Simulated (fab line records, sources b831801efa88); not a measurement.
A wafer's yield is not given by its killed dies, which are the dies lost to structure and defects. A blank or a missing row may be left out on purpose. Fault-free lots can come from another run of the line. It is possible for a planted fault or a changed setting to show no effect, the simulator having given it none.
A struck lot beside a sound one ; flow gf180mcu ; 43 out of 602 route steps
Sound: wafers L882.1, L882.3, L882.5. Wafers struck: L892.1, L892.3, L892.6. At the end, the cause is stated.
Each step with rows lists, per side, the tool, then ch with its chambers, then its first start. Under that, the readings that differ: sound wafers ; struck wafers ; difference of the means ; sigmas: that difference in standard deviations of wafers without a fault.
alike: a reading whose means differ by less than 2 such deviations, as well as words and numbers matching on both sides. not compared: withheld readings; readings where some wafer has no value; bounds like >300 that might hide an equal value; numbers whose values overlap and for which the record gives no deviation.
A row with sigmas, a row that says differs or no value, or rows on one side alone: a step with any of these is where the two part. Non-overlapping numbers with no deviation appear without sigmas and do not part them. A reading that every wafer of one side lacks parts them only if that side has two wafers or more.

first, 2 steps without rows for these wafers: GF_NWELL_IMPLANT_08; GF_NWELL_IMPLANT_09.
GF_NWELL_STRIP_10: strips in O2/N2.
  sound on plasma asher-03 ch 0,1, day 6 00:32; struck on plasma asher-04 ch 1, day 8 02:46
reading;sound;struck;difference;sigmas
drypump motor current A (A);5.2 5.2 5.2;6.6 6.6 6.6;+1.4;+3
  alike: heater power w, n2 flow sccm, o2 flow sccm, oes product au, strip time to endpoint s
  not compared: rf hours counter h
GF_NWELL_TW_MEAS_11:
  sound: film metro-01 at day 6 00:38; struck: film metro-02 at day 8 02:52
  alike: NWELL_TW
then, 7 steps without rows for these wafers: GF_LVPWELL_DEHYDRATE_00 (time 60 s); GF_LVPWELL_HMDS_01 (prime time 60 s); GF_LVPWELL_COAT_02 (resist thk 3000 nm); GF_LVPWELL_SOFTBAKE_03; GF_LVPWELL_EXPOSE_04 (exposes mask LVPWELL, target cd 600 nm); GF_LVPWELL_PEB_05; GF_LVPWELL_DEVELOP_06 (develop time 60 s).
GF_LVPWELL_OVL_MEAS_07:
  sound: overlay-01 at day 6 15:08; struck: overlay-02 at day 8 18:53
  alike: LVPWELL_OVL
GF_LVPWELL_IMPLANT_08:
  sound on implanter-01 ch 0, day 6 15:10; struck on implanter-01 ch 0, day 8 18:56
reading;sound;struck;difference;sigmas
implant ion amu;11 11 11;31 31 31;+20;
model.implant.rp nm (nm);479.2 479.2 479.2;211.2 211.2 211.2;-268.0;
model.implant.drp nm (nm);102.4 102.4 102.4;68.9 68.9 68.9;-33.5;
  alike: dose ions cm2, end station pressure torr
next, for these wafers, 1 step has no rows: GF_LVPWELL_IMPLANT_09.
GF_LVPWELL_STRIP_10: strips in O2/N2.
  sound on plasma asher-02 ch 0,1, day 6 15:28; struck on plasma asher-04 ch 0, day 8 19:14
  alike: drypump motor current A, heater power w, n2 flow sccm, o2 flow sccm, oes product au, strip time to endpoint s
  not compared: rf hours counter h
GF_LVPWELL_TW_MEAS_11:
  sound: film metro-01 at day 6 15:35; struck: film metro-02 at day 8 19:20
reading;sound;struck;difference;sigmas
LVPWELL_TW;557 557 555;1308 1303 1303;+748;+99 or more
then, 7 steps without rows for these wafers: GF_MVSD_DEHYDRATE_00 (time 60 s); GF_MVSD_HMDS_01 (prime time 60 s); GF_MVSD_COAT_02 (resist thk 3000 nm); GF_MVSD_SOFTBAKE_03; GF_MVSD_EXPOSE_04 (exposes mask MVSD, target cd 1000 nm); GF_MVSD_PEB_05; GF_MVSD_DEVELOP_06 (develop time 60 s).
GF_MVSD_OVL_MEAS_07:
  sound: overlay-02 at day 7 07:02; struck: overlay-01 at day 9 12:17
  alike: MVSD_OVL
then, 2 steps without rows for these wafers: GF_MVSD_IMPLANT_08; GF_MVSD_IMPLANT_09.
GF_MVSD_STRIP_10: strips in O2/N2.
  sound on plasma asher-02 ch 0, day 7 07:22; struck on plasma asher-01 ch 1, day 9 12:38
reading;sound;struck;difference;sigmas
heater power w (W);317 307 309;393 375 396;+77;+2
  alike: drypump motor current A, n2 flow sccm, o2 flow sccm, oes product au, strip time to endpoint s
  not compared: rf hours counter h
GF_MVSD_TW_MEAS_11:
  sound: film metro-01 at day 7 07:28; struck: film metro-03 at day 9 12:44
  alike: MVSD_TW
then, 7 steps without rows for these wafers: GF_MVPSD_DEHYDRATE_00 (time 60 s); GF_MVPSD_HMDS_01 (prime time 60 s); GF_MVPSD_COAT_02 (resist thk 3000 nm); GF_MVPSD_SOFTBAKE_03; GF_MVPSD_EXPOSE_04 (exposes mask MVPSD, target cd 1000 nm); GF_MVPSD_PEB_05; GF_MVPSD_DEVELOP_06 (develop time 60 s).
GF_MVPSD_OVL_MEAS_07:
  sound: overlay-02 at day 7 23:41; struck: overlay-01 at day 10 06:32
  alike: MVPSD_OVL
then, 2 steps without rows for these wafers: GF_MVPSD_IMPLANT_08; GF_MVPSD_IMPLANT_09.
GF_MVPSD_STRIP_10: strips in O2/N2.
  sound on plasma asher-04 ch 0,1, day 8 00:02; struck on plasma asher-01 ch 0,1, day 10 06:53
  alike: drypump motor current A, heater power w, n2 flow sccm, o2 flow sccm, oes product au, strip time to endpoint s
  not compared: rf hours counter h
GF_MVPSD_TW_MEAS_11:
  sound: film metro-02 at day 8 00:08; struck: film metro-02 at day 10 06:59
  alike: MVPSD_TW
then, 2 steps without rows for these wafers: GF_VT_IMPLANT_DEHYDRATE_00 (time 60 s); GF_VT_IMPLANT_HMDS_01 (prime time 60 s).
-- the record jumps here: 3 days lie between the struck wafers' starts before and after --
GF_VT_IMPLANT_RS_MEAS_48: the measuring method here is four-point-probe.
  sound: film metro-01 at day 10 20:01; struck: film metro-01 at day 13 11:13
reading;sound;struck;difference;sigmas
LVPWELL_RS (ohm/sq);1194 1195 1194;- - -;no value on the struck wafers;

## WHERE THEY PART
First at GF_NWELL_STRIP_10; last, within this record, at GF_VT_IMPLANT_RS_MEAS_48.

WHY: whatever the simulator had introduced
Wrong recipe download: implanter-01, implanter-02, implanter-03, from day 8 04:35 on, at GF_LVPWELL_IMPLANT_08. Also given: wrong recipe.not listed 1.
